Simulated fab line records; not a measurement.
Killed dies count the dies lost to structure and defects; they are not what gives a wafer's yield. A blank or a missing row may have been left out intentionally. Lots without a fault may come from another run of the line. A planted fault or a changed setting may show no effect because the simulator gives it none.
2 desks looking at one fault | flow sky130 | each desk holds nothing but its own numbers, with what lay behind them at the end

== AT THE TOOL OWNER'S DESK: implanter-04 ==
SKY_LDD_N_IMPLANT_11, tool's own readings: per-lot mean of the sampled wafers with a number, covering each lot this tool ran. The brackets show how far a lot's mean lies from the usual mean; more than 4 standard deviations puts the lot out of limits, marked OUT.
Columns: A = beam-energy-keV at SKY_LDD_N_IMPLANT_11, usual 20.001; B = beam-on-s at SKY_LDD_N_IMPLANT_11, usual 9.97 s; C = dose-ions-cm2 at SKY_LDD_N_IMPLANT_11, usual 7.499e+13; D = faraday-current-uA at SKY_LDD_N_IMPLANT_11, usual 424
lot  | first seen here | A      | B               | C                           | D
L101 | day 18 15:04    | 20.000 | 9.92            | 7.485e+13                   | 428
L102 | day 19 02:05    | 20.007 | 9.92            | 7.494e+13                   | 426
L103 | day 19 05:13    | 20.002 | 9.95            | 7.496e+13                   | 425
L108 | day 21 23:47    | 20.005 | 9.95            | 7.509e+13                   | 425
L112 | day 22 20:37    | 20.002 | 13.63 (+19) OUT | 1.165e+14 (+99 or more) OUT | 480 (+7.2) OUT
L113 | day 23 01:50    | 20.003 | 13.81 (+20) OUT | 1.165e+14 (+99 or more) OUT | 476 (+6.7) OUT
This desk's finding: out of limits on L112, L113; first on L112, day 22 20:37 (beam-on-s at SKY_LDD_N_IMPLANT_11). Within limits: L101, L102, L103, L108.

== FROM THE METROLOGY DESK ==
Lot by lot, what the gauges showed, no matter which tool ran the lot: averages of those sampled wafers that carry a number. The brackets show how far a lot's mean lies from the usual mean; more than 4 standard deviations puts the lot out of limits, marked OUT.
Columns: A = LDD_N_TW at SKY_LDD_N_TW_MEAS_17, usual 2583; B = cd-nm at SKY_LOCAL_INTERCONNECT_CD_MEAS_11, usual 170.1 nm
lot  | first seen here | A               | B
L998 | day 17 03:58    | 2584            | 169.2
L101 | day 18 15:55    | 2575            | 170.7
L102 | day 19 02:54    | 2566            | 170.7
L103 | day 19 06:04    | 2588            | 169.8
L106 | day 20 11:29    | 2606            | 170.1
L108 | day 22 00:38    | 2573            | 172.4
L112 | day 22 21:26    | 2630 (+4.2) OUT | 169.1
L113 | day 23 02:40    | 2655 (+6.5) OUT | 170.3
L115 | day 23 17:49    | 2585            | 170.5
L117 | day 24 16:33    | 2567            | 168.4
L121 | day 25 17:46    | 2585            | 169.2
This desk's finding: out of limits on L112, L113; first on L112, day 22 21:26 (LDD_N_TW at SKY_LDD_N_TW_MEAS_17). Within limits: L998, L101, L102, L103, L106, L108, L115, L117, L121.

== PUT TOGETHER ==
On L112, L113, at day 22 20:37, an alarm was possible from the tool owner's desk.
L112, L113 would have let the metrology desk raise an alarm at day 22 21:26.
Every lot named ran SKY_LDD_N_IMPLANT_11 on implanter-04.

== WHAT HAD BEEN PUT IN BY THE SIMULATOR ==
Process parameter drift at SKY_LDD_N_IMPLANT_11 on implanter-04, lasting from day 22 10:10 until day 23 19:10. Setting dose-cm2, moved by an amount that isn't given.
Struck lots among those shown: L112, L113.
Fault start to first reading out of limits, in hours, per desk: tool owner, 10; metrology, 11.
